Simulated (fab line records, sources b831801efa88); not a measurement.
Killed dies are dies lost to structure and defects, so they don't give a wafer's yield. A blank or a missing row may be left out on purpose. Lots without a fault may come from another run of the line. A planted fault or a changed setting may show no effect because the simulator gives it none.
Which tool did it? | flow sky130 | 13 lots, 39 wafers sampled, at 5 steps of a route of 708

WHAT THE GAUGES READ, wafer by wafer
SKY_SD_P_OVL_MEAS_08.
lot  | measured     | on         | SD_P_OVL (nm)
L931 | day 25 22:41 | overlay-01 | 2.8 2.2 -0.3
L930 | day 26 01:33 | overlay-02 | -2.5 -0.4 -2.8
L932 | day 26 07:02 | overlay-01 | 0.0 -1.3 0.1
L933 | day 26 08:22 | overlay-02 | 0.4 0.0 1.0
L934 | day 26 14:01 | overlay-02 | 1.7 0.6 1.0
L936 | day 27 15:55 | overlay-01 | 0.9 2.1 -0.1
L938 | day 28 17:46 | overlay-02 | -1.4 -1.0 -2.2
L939 | day 29 12:30 | overlay-02 | 0.1 -0.3 1.2
L942 | day 29 23:45 | overlay-01 | 2.2 0.4 -0.5
L943 | day 30 12:19 | overlay-01 | -0.2 0.4 0.2
L944 | day 30 17:08 | overlay-01 | 0.3 2.4 -0.2
L952 | day 33 03:20 | overlay-02 | 1.1 2.0 1.3
L953 | day 33 07:34 | overlay-01 | 1.1 1.7 -0.3

SKY_SD_N_CD_MEAS_07: target cd 380 nm.
lot  | measured     | on        | cd_nm (nm)
L931 | day 28 09:59 | cd_sem-01 | 380.9 380.3 383.3
L930 | day 28 13:04 | cd_sem-01 | 380.2 379.2 378.8
L932 | day 28 17:56 | cd_sem-01 | 379.3 379.0 377.6
L933 | day 28 18:51 | cd_sem-01 | 380.6 384.4 385.1
L934 | day 29 01:20 | cd_sem-02 | 381.8 382.5 381.9
L936 | day 30 03:00 | cd_sem-01 | 378.3 378.9 379.9
L938 | day 31 03:01 | cd_sem-01 | 380.0 377.6 378.8
L939 | day 31 21:35 | cd_sem-01 | 378.7 379.1 377.5
L942 | day 32 08:36 | cd_sem-02 | 385.8 385.0 386.7
L943 | day 32 20:16 | cd_sem-02 | 335.6 334.5 338.2
L944 | day 33 01:24 | cd_sem-02 | 379.6 379.0 379.0
L952 | day 35 08:29 | cd_sem-02 | 383.1 382.9 384.7
L953 | day 35 11:35 | cd_sem-01 | 379.8 380.1 383.0

SKY_SD_N_TW_MEAS_12.
lot  | measured     | on            | SD_N_TW
L931 | day 28 10:32 | film_metro-02 | 4058 4058 4069
L930 | day 28 13:37 | film_metro-02 | 4037 4036 4035
L932 | day 28 18:29 | film_metro-01 | 3965 3983 3988
L933 | day 28 19:24 | film_metro-01 | 3970 3971 3977
L934 | day 29 01:52 | film_metro-02 | 4015 4007 4000
L936 | day 30 03:33 | film_metro-03 | 4012 4010 4001
L938 | day 31 03:32 | film_metro-01 | 3981 3983 3949
L939 | day 31 22:09 | film_metro-03 | 3983 3987 3964
L942 | day 32 09:12 | film_metro-01 | 3962 3949 3943
L943 | day 32 20:49 | film_metro-01 | 3974 3948 3949
L944 | day 33 01:58 | film_metro-01 | 3943 3955 3920
L952 | day 35 09:03 | film_metro-03 | 4003 4003 4021
L953 | day 35 12:09 | film_metro-03 | 3968 3976 3987

SKY_SD_N_RS_MEAS_17: measures by four-point-probe.
lot  | measured     | on            | SD_P_RS (ohm/sq)
L931 | day 28 10:56 | film_metro-03 | 147.3 146.8 146.7
L930 | day 28 14:02 | film_metro-02 | 147.7 147.8 147.3
L932 | day 28 18:53 | film_metro-03 | 146.4 146.3 147.2
L933 | day 28 19:49 | film_metro-03 | 147.1 147.0 147.1
L934 | day 29 02:17 | film_metro-02 | 147.3 147.6 147.6
L936 | day 30 03:58 | film_metro-02 | 147.4 147.5 147.4
L938 | day 31 03:58 | film_metro-02 | 147.4 147.8 147.8
L939 | day 31 22:33 | film_metro-02 | 148.0 147.3 147.8
L942 | day 32 09:36 | film_metro-02 | 146.8 147.4 147.2
L943 | day 32 21:14 | film_metro-02 | 146.9 147.9 147.1
L944 | day 33 02:22 | film_metro-03 | 146.9 147.1 147.2
L952 | day 35 09:27 | film_metro-02 | 147.5 147.6 147.9
L953 | day 35 12:34 | film_metro-02 | 147.7 147.9 148.2

WHICH TOOL RAN EACH LOT (tool, then ch and the chambers of the sampled wafers, then the start)
lot  | SKY_SD_N_EXPOSE_04
L931 | iline_stepper-02 ch 0, day 27 18:50
L930 | iline_stepper-02 ch 0, day 27 21:40
L932 | iline_stepper-01 ch 0, day 28 03:36
L933 | iline_stepper-01 ch 0, day 28 05:00
L934 | iline_stepper-02 ch 0, day 28 11:34
L936 | iline_stepper-01 ch 0, day 29 13:43
L938 | iline_stepper-01 ch 0, day 30 12:58
L939 | iline_stepper-01 ch 0, day 31 06:56
L942 | iline_stepper-01 ch 0, day 31 18:55
L943 | iline_stepper-01 ch 0, day 32 07:02
L944 | iline_stepper-02 ch 0, day 32 11:46
L952 | iline_stepper-01 ch 0, day 34 19:40
L953 | iline_stepper-02 ch 0, day 34 22:46
- SKY_SD_N_EXPOSE_04: exposes mask NSDM, target cd 380 nm.

WHAT THE TOOLS THEMSELVES READ (means of the sampled wafers that have a number; where no wafer has one, the mark that the record gives instead)
SKY_SD_N_EXPOSE_04.
lot  | tool             | stage_vel_mm_s (mm/s)
L931 | iline_stepper-02 | 500.76
L930 | iline_stepper-02 | 500.35
L932 | iline_stepper-01 | 499.91
L933 | iline_stepper-01 | 500.12
L934 | iline_stepper-02 | 500.10
L936 | iline_stepper-01 | 500.12
L938 | iline_stepper-01 | 499.92
L939 | iline_stepper-01 | 500.25
L942 | iline_stepper-01 | 500.35
L943 | iline_stepper-01 | 500.27
L944 | iline_stepper-02 | 500.13
L952 | iline_stepper-01 | 500.04
L953 | iline_stepper-02 | 500.19

THE ANSWER, worked out from the rows above alone
Rule: what is usual is taken from the lots themselves. Put in order of their means at a reading, lots are off if they are a third of the lots or fewer, leave a main group of 4 or more, and stand apart from it by a gap of 3 or more times the standard deviation of the main group's means; of several such gaps the widest counts. A main group whose means are all the same, to the digits that the tables above print for the reading, isn't used. A lot without any number at a reading at which 4 lots or more have one is off too. The other lots that the step has rows for count as sound. The gauges are gone through in route order, then the tools' own readings, and for those a lot's mean is taken as printed above. The first step at which some lot is off is used, and at that step the reading that is off furthest; a lot without a number counts as furthest.
Off: L943, at SKY_SD_N_CD_MEAS_07 (cd_nm). The main group: mean 380.9 nm, standard deviation 2.3.
A tool fits if, at a process step before that reading, it ran every lot that is off, and no sound lot after the first of them. The gauges at SKY_SD_N_CD_MEAS_07 are tried like those tools. None of those tried fits.

WHAT THE SIMULATOR HAD PUT IN
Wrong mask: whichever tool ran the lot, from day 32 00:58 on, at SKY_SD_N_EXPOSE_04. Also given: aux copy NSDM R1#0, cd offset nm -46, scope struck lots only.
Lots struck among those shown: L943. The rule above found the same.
